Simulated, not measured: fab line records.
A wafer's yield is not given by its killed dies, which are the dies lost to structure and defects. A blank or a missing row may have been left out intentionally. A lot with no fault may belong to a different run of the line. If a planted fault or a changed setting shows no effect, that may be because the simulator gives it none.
Which of the tools did it? | flow gf180mcu | 11 lots, 33 wafers sampled, at 5 steps of a route of 602

## WHAT THE GAUGES READ, wafer by wafer
GF_VT_IMPLANT_RS_MEAS_49: measures by four-point-probe.
lot  | measured     | on            | MVPSD_RS (ohm/sq)
L198 | day 7 18:14  | film-metro-04 | 1170 1168 1167
L199 | day 8 01:13  | film-metro-04 | 1167 1167 1168
L201 | day 8 15:57  | film-metro-04 | 1166 1165 1168
L202 | day 8 22:58  | film-metro-03 | 1174 1176 1172
L203 | day 9 02:52  | film-metro-04 | 1172 1172 1169
L204 | day 9 10:19  | film-metro-01 | 1166 1169 1169
L213 | day 12 02:16 | film-metro-04 | 1241 1247 1243
L214 | day 12 08:49 | film-metro-01 | 1235 1234 1236
L215 | day 12 17:17 | film-metro-03 | 1164 1166 1167
L216 | day 12 23:35 | film-metro-04 | 1169 1168 1166
L219 | day 13 19:05 | film-metro-03 | 1170 1166 1168

## WHAT TOOL EACH LOT RAN ON (gives the tool, then ch and the chambers of the sampled wafers, and finally the start)
lot  | GF_LVPWELL_STRIP_10                 | GF_MVSD_STRIP_10                    | GF_MVPSD_IMPLANT_08             | GF_VT_IMPLANT_STRIP_09
L198 | plasma-asher-03 ch 0,1, day 4 02:14 | plasma-asher-03 ch 0,1, day 4 15:53 | implanter-04 ch 0, day 5 05:22  | plasma-asher-03 ch 0,1, day 5 19:32
L199 | plasma-asher-02 ch 0,1, day 4 08:17 | plasma-asher-03 ch 1, day 4 21:42   | implanter-03 ch 0, day 5 11:38  | plasma-asher-03 ch 0,1, day 6 02:29
L201 | plasma-asher-03 ch 0,1, day 4 19:11 | plasma-asher-02 ch 0,1, day 5 09:23 | implanter-03 ch 0, day 5 23:35  | plasma-asher-01 ch 0,1, day 6 15:08
L202 | plasma-asher-03 ch 0,1, day 5 00:05 | plasma-asher-03 ch 0,1, day 5 14:45 | implanter-02 ch 0, day 6 05:38  | plasma-asher-04 ch 0,1, day 6 21:27
L203 | plasma-asher-03 ch 0,1, day 5 05:51 | plasma-asher-01 ch 0,1, day 5 19:51 | implanter-02 ch 0, day 6 09:47  | plasma-asher-03 ch 1, day 7 01:26
L204 | plasma-asher-04 ch 0,1, day 5 11:14 | plasma-asher-03 ch 0,1, day 6 01:56 | implanter-04 ch 0, day 6 16:17  | plasma-asher-04 ch 0,1, day 7 07:44
L213 | plasma-asher-03 ch 0,1, day 7 16:06 | plasma-asher-01 ch 0,1, day 8 08:08 | implanter-03 ch 0, day 9 01:05  | plasma-asher-04 ch 0,1, day 9 18:51
L214 | plasma-asher-03 ch 1, day 7 20:50   | plasma-asher-02 ch 0,1, day 8 13:33 | implanter-03 ch 0, day 9 06:11  | plasma-asher-04 ch 0, day 10 00:11
L215 | plasma-asher-02 ch 0,1, day 8 04:25 | plasma-asher-03 ch 0,1, day 8 21:20 | implanter-04 ch 0, day 9 14:13  | plasma-asher-03 ch 0,1, day 10 08:35
L216 | plasma-asher-03 ch 0,1, day 8 09:05 | plasma-asher-03 ch 1, day 9 01:46   | implanter-02 ch 0, day 9 19:19  | plasma-asher-04 ch 0,1, day 10 13:33
L219 | plasma-asher-02 ch 0, day 9 01:02   | plasma-asher-01 ch 0,1, day 9 18:42 | implanter-02 ch 0, day 10 12:49 | plasma-asher-01 ch 0,1, day 11 07:24
- GF_LVPWELL_STRIP_10: strips in O2/N2.
- GF_MVSD_STRIP_10: strips in O2/N2.
- GF_MVPSD_IMPLANT_08
- GF_VT_IMPLANT_STRIP_09: strips in O2/N2.

## THE ANSWER, worked out from the rows above alone
Rule: the usual values come from the lots themselves. The widest of any qualifying gaps counts: lots, ordered by their means at a reading, are off when they make up no more than a third of the lots, leave a main group of 4 or more, and stand apart from it by 3 or more times the standard deviation of that group's means. If all means in a main group match to the digits the tables above print for the reading, that group is not used. A lot without any number at a reading at which 4 lots or more have one is off too. All remaining lots with rows at the step are treated as sound.
Off: L213, L214, at GF_VT_IMPLANT_RS_MEAS_49 (MVPSD_RS). The main group has a mean of 1168 ohm/sq with a standard deviation of 2.4.
If a tool, at a process step before that reading, ran all the lots that are off and no sound lot after the first of them, it fits. The gauges at GF_VT_IMPLANT_RS_MEAS_49 are tried like those tools. One fits: GF_MVPSD_IMPLANT_08 on implanter-03. A fault onset in the window from L201 (day 5 23:35, its last sound lot) to L213 (day 9 01:05, its first lot off) fits.

## WHAT THE SIMULATOR HAD INSERTED
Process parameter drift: implanter-03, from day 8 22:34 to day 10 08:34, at GF_MVPSD_IMPLANT_08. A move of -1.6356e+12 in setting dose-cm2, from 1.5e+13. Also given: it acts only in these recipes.
Struck lots among those shown: L213, L214. The rule given above showed the same thing.
